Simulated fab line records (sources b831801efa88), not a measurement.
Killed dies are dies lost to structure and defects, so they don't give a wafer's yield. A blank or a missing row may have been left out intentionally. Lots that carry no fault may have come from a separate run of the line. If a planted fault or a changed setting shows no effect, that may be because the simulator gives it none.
Which of the tools did it?	flow gf180mcu	6 lots, 18 wafers sampled, at 3 steps of a route of 602

== WHAT EACH GAUGE READ, for each wafer ==
GF_MIM_THK_MEAS_06.
lot	measured	on	MIM_CVD_05_THK (nm)
L809	day 24 19:42	filmMetro-03	41.7 41.5 41.6
L812	day 25 19:22	filmMetro-03	42.3 41.6 42.6
L814	day 26 14:19	filmMetro-03	41.8 42.5 42.0
L818	day 27 21:17	filmMetro-01	42.1 42.0 42.4
L823	day 29 11:11	filmMetro-03	41.6 42.5 42.9
L828	day 30 16:39	filmMetro-01	26.4 41.0 41.6

== EACH LOT AND THE TOOL THAT RAN IT (in order: tool; ch and the chambers of the sampled wafers; start) ==
lot	GF_M4_STRIP_17	GF_MIM_CVD_05
L809	plasmaAsher-04 ch 0,1, day 23 19:08	pecvd-02 ch 1,2, day 24 19:40
L812	plasmaAsher-04 ch 1, day 24 18:31	pecvd-01 ch 0,2, day 25 19:20
L814	plasmaAsher-04 ch 0,1, day 25 14:22	pecvd-04 ch 0,2, day 26 14:16
L818	plasmaAsher-01 ch 0,1, day 26 21:52	pecvd-02 ch 0,1,2, day 27 21:14
L823	plasmaAsher-04 ch 0,1, day 28 12:45	pecvd-02 ch 0,1,2, day 29 11:08
L828	plasmaAsher-04 ch 0,1, day 29 18:56	pecvd-02 ch 0,1, day 30 16:37
- GF_M4_STRIP_17: strips in O2/N2.
- GF_MIM_CVD_05: deposits Si3N4, target thk 42 nm, time 29.086 s.

== THE ANSWER, worked out from the rows above alone ==
Rule: usual is defined by the lots themselves. Put in order of their means at a reading, lots are off if they are a third of the lots or fewer, leave a main group of 4 or more, and stand apart from it by a gap of 3 or more times the standard deviation of the main group's means; of several such gaps the widest counts. The tables above print the reading to a certain number of digits; a main group whose means all agree to those digits is not used. Also off: a lot with no number at a reading for which 4 or more lots have one. Where the step has rows for the other lots, those lots are counted as sound.
Off: L828, at GF_MIM_THK_MEAS_06 (MIM_CVD_05_THK). Main group: mean 42.1 nm, sd 0.25.
A tool fits if, at a process step before that reading, it ran every lot that is off, and no sound lot after the first of them. Gauges at GF_MIM_THK_MEAS_06: tried the same way as those tools. Can't be told from this: 3 tools fit, plasmaAsher-04 at GF_M4_STRIP_17, pecvd-02 at GF_MIM_CVD_05, filmMetro-01 at GF_MIM_THK_MEAS_06.

== WHAT THE SIMULATOR PUT IN ==
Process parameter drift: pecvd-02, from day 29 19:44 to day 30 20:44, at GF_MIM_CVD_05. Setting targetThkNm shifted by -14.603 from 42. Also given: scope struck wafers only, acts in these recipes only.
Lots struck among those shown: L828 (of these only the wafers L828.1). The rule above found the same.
